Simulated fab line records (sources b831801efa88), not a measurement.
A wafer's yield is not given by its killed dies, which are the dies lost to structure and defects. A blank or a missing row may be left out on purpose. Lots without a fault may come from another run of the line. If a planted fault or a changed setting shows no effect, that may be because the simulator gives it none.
Chamber matching || flow sky130 || cmp-02 running SKY_VIA2_CMP_24: 4 sister chambers
The step polishes, stops on SiO2, t overpolish 20 s, target thk 0 nm. 4 wafers are shown with their chamber, then 9 later ones without.

WAFERS, EACH WITH ITS CHAMBER
{"wafer": "L152.5", "chamber": 1, "motorCurrentA (A)": 11.8}
{"wafer": "L153.1", "chamber": 2, "motorCurrentA (A)": 10.7}
{"wafer": "L153.3", "chamber": 0, "motorCurrentA (A)": 11.3}
{"wafer": "L153.6", "chamber": 3, "motorCurrentA (A)": 10.1}

WAFERS WHOSE CHAMBER IS MISSING
{"wafer": "L155.3", "motorCurrentA (A)": 9.9}
{"wafer": "L155.5", "motorCurrentA (A)": 11.0}
{"wafer": "L155.6", "motorCurrentA (A)": 9.8}
{"wafer": "L158.2", "motorCurrentA (A)": 10.1}
{"wafer": "L158.5", "motorCurrentA (A)": 11.4}
{"wafer": "L158.6", "motorCurrentA (A)": 11.7}
{"wafer": "L161.1", "motorCurrentA (A)": 10.0}
{"wafer": "L161.5", "motorCurrentA (A)": 9.6}
{"wafer": "L161.6", "motorCurrentA (A)": 12.0}

EACH ONE'S CHAMBER
{"wafer": "L155.3", "from the rows above": 3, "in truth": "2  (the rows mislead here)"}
{"wafer": "L155.5", "from the rows above": "can't be placed: 0 or 2", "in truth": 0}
{"wafer": "L155.6", "from the rows above": 3, "in truth": 3}
{"wafer": "L158.2", "from the rows above": 3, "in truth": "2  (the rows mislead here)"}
{"wafer": "L158.5", "from the rows above": "can't be placed: 0 or 1", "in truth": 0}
{"wafer": "L158.6", "from the rows above": "can't be placed: 1 or 0", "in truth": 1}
{"wafer": "L161.1", "from the rows above": 3, "in truth": 3}
{"wafer": "L161.5", "from the rows above": 3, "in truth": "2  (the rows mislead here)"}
{"wafer": "L161.6", "from the rows above": 1, "in truth": 1}
Correct placement for 3 of the 9. Cannot be placed on the basis of these rows: 3; the candidates contain the true chamber in 3. Placed wrongly: 3.
How it was worked out, from the rows above alone: a wafer's distance from a chamber is the root of the sum, over the readings, of the square of ((its reading less the chamber's mean) divided by the reading's scatter). If the next closest chamber is less than 2 further off than the closest, the wafer can't be placed; otherwise it belongs to the closest. The mean given for a chamber averages the wafers shown for that chamber. The scatter: root of mean squared gap, hidden wafer to nearest shown wafer, with one shown wafer a chamber.
